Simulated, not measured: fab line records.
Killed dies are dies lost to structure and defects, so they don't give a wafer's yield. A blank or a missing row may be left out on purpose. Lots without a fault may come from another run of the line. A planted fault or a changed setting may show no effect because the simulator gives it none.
The same fault as seen by 2 desks | flow sky130 | every desk sees just its own numbers, and what lay behind them comes last

## FOR THE TOOL OWNER'S DESK: implanter-02
SKY_NWELL_IMPLANT_13, tool's own readings: per-lot mean of the sampled wafers with a number, covering each lot this tool ran. A lot is out of limits, marked OUT, if its mean lies more than 4 standard deviations from the usual mean; the brackets give that distance.
Columns: A = beamOnS at SKY_NWELL_IMPLANT_13, usual 9.98 s; B = doseIonsCm2 at SKY_NWELL_IMPLANT_13, usual 7.001e+11; C = endStationPressureTorr at SKY_NWELL_IMPLANT_13, usual 5e-06 Torr; D = faradayCurrentUA at SKY_NWELL_IMPLANT_13, usual 3.96
lot  | first seen here | A     | B                           | C     | D
L582 | day 5 21:32     | 9.95  | 7.001e+11                   | 5e-06 | 3.98
L587 | day 6 21:53     | 10.15 | 9.167e+11 (+99 or more) OUT | 5e-06 | 5.08 (+14) OUT
L589 | day 7 09:57     | 10.11 | 9.152e+11 (+99 or more) OUT | 5e-06 | 5.12 (+15) OUT
This desk's finding: out of limits on L587, L589; first on L587, day 6 21:53 (doseIonsCm2 at SKY_NWELL_IMPLANT_13). In limits: L582.

## FROM THE METROLOGY DESK
What the gauges read for every lot (on any tool): the sampled wafers with a number, averaged. A lot is out of limits, marked OUT, if its mean lies more than 4 standard deviations from the usual mean; the brackets give that distance.
Columns: A = FIELD_ISO_CVD_24_THK at SKY_FIELD_ISO_THK_MEAS_25, usual 595 nm; B = NWELL_RS at SKY_NWELL_RS_MEAS_29, usual 624.7 ohm/sq; C = SONOS_ONO_CVD_02_THK at SKY_SONOS_ONO_THK_MEAS_03, usual 10.49 nm; D = POLY_GATE_TW at SKY_RES_PROTECT_TW_MEAS_08, usual 4042
lot  | first seen here | A   | B                | C     | D
L578 | day 2 13:13     | 591 | 627.4            | 10.64 | 4012
L580 | day 2 23:57     | 594 | 626.1            | 10.64 | 4046
L581 | day 3 06:16     | 597 | 623.1            | 10.75 | 4032
L582 | day 3 12:10     | 601 | 624.9            | 10.43 | 4061
L586 | day 4 06:13     | 597 | 627.6            | 10.70 | 4013
L587 | day 4 11:55     | 589 | 616.2 (-5.0) OUT | 10.50 | 4011
L588 | day 4 17:37     | 593 | 624.7            | 10.52 | 4043
L589 | day 4 23:17     | 590 | 616.4 (-4.9) OUT | 10.49 | 4051
L591 | day 5 09:08     | 595 | 626.2            | 10.39 | 4060
L593 | day 6 00:18     | 595 | 624.8            | 10.37 | 4062
L596 | day 6 12:38     | 593 | 624.2            | 10.55 | 4030
L597 | day 6 20:56     | 589 | 623.2            | 10.61 | 4020
L600 | day 8 14:56     | 589 | 625.4            | 10.25 | 4028
This desk's result: L587, L589 out of limits, first on L587 (NWELL_RS at SKY_NWELL_RS_MEAS_29), day 7 14:35. In limits: L578, L580, L581, L582, L586, L588, L591, L593, L596, L597, L600.

## ALL TOGETHER
An alarm could have come from the tool owner's desk at day 6 21:53, on L587, L589.
L587, L589 would have let the metrology desk raise an alarm at day 7 14:35.
The lots listed all ran SKY_NWELL_IMPLANT_13 on implanter-02.

## WHAT THE SIMULATOR HAD PUT IN
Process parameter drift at SKY_NWELL_IMPLANT_13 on implanter-02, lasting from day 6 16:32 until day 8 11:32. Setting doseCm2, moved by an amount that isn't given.
Shown lots that were struck: L587, L589.
Counting hours from when the fault started, the first reading out of limits came at 5 for the tool owner's desk and at 22 for the metrology desk.
